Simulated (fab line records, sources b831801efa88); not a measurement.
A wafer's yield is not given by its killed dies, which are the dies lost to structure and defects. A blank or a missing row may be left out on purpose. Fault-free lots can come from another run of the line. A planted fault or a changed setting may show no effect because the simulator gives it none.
Which of the tools did it? | flow sky130 | 15 lots, 43 wafers sampled, at 2 steps of a route of 708

WHAT THE GAUGES SHOWED, per wafer
SKY_POLY_GATE_CD_MEAS_13 targets a cd of 150 nm. Usual: cd-nm at 149.8 nm, with a standard deviation of 1.3.
lot  | measured     | on        | cd-nm (nm)        | flag
L133 | day 16 09:20 | cd-sem-02 | 151.6 151.4 152.0 |
L134 | day 17 06:54 | cd-sem-02 | 150.2 149.9 149.8 |
L136 | day 17 09:43 | cd-sem-02 | 149.5 149.3 150.0 |
L137 | day 17 16:38 | cd-sem-02 | 149.2 149.1 149.9 |
L138 | day 18 09:18 | cd-sem-02 | 107.5 149.8       | OFF
L140 | day 19 08:05 | cd-sem-01 | 149.3 106.7 149.6 | OFF
L139 | day 19 12:03 | cd-sem-01 | 106.9 150.0       | OFF
L147 | day 21 18:58 | cd-sem-02 | 150.6 150.8 151.9 |
L148 | day 22 02:55 | cd-sem-02 | 148.5 148.8 150.2 |
L150 | day 23 04:25 | cd-sem-02 | 147.4 147.7 147.5 |
L152 | day 23 13:56 | cd-sem-02 | 148.7 148.3 148.6 |
L151 | day 23 17:52 | cd-sem-01 | 152.2 152.4 153.4 |
L154 | day 23 21:26 | cd-sem-01 | 148.6 149.8 149.6 |
L155 | day 24 10:50 | cd-sem-02 | 149.4 150.0 150.6 |
L156 | day 24 14:16 | cd-sem-02 | 153.2 151.6 151.4 |

TOOL THAT RAN EACH LOT (tool first, then ch and the chambers of the sampled wafers, then the start)
lot  | SKY_POLY_GATE_EXPOSE_10
L133 | krf-scanner-01 ch 0, day 15 19:28
L134 | krf-scanner-02 ch 0, day 16 16:21
L136 | krf-scanner-01 ch 0, day 16 18:34
L137 | krf-scanner-01 ch 0, day 17 02:05
L138 | krf-scanner-01 ch 0, day 17 18:36
L140 | krf-scanner-01 ch 0, day 18 17:20
L139 | krf-scanner-01 ch 0, day 18 20:53
L147 | krf-scanner-01 ch 0, day 21 04:23
L148 | krf-scanner-01 ch 0, day 21 12:12
L150 | krf-scanner-01 ch 0, day 22 13:08
L152 | krf-scanner-01 ch 0, day 22 22:41
L151 | krf-scanner-01 ch 0, day 23 02:54
L154 | krf-scanner-01 ch 0, day 23 06:11
L155 | krf-scanner-01 ch 0, day 23 19:49
L156 | krf-scanner-01 ch 0, day 23 23:19
- SKY_POLY_GATE_EXPOSE_10: exposes mask P1M, target cd 150 nm.

AS READ BY THE TOOLS THEMSELVES (means over the sampled wafers that have a number; for cases with no such wafer, the mark the record gives instead)
The record holds no such reading with a usual standard deviation.

THE ANSWER, worked out from the rows above alone
Rule: take the mean of a lot's wafers that have a number; if it is more than 3 standard deviations from the usual mean, the lot is off. Also off: a lot with no number at a reading for which 4 or more lots have one. The other lots that the step has rows for count as sound. First the gauges in route order, then the tools' own readings, where a lot's mean is used as printed above. At the first step where some lot is off, the reading lying furthest off is the one used; lots without a number count as furthest.
Off: L138, L140, L139, at SKY_POLY_GATE_CD_MEAS_13 (cd-nm).
A tool fits if, at a process step before that reading, it ran every lot that is off, and no sound lot after the first of them. Gauges at SKY_POLY_GATE_CD_MEAS_13: tried the same way as those tools. No candidate that was tried fits.

WHAT THE SIMULATOR PUT IN
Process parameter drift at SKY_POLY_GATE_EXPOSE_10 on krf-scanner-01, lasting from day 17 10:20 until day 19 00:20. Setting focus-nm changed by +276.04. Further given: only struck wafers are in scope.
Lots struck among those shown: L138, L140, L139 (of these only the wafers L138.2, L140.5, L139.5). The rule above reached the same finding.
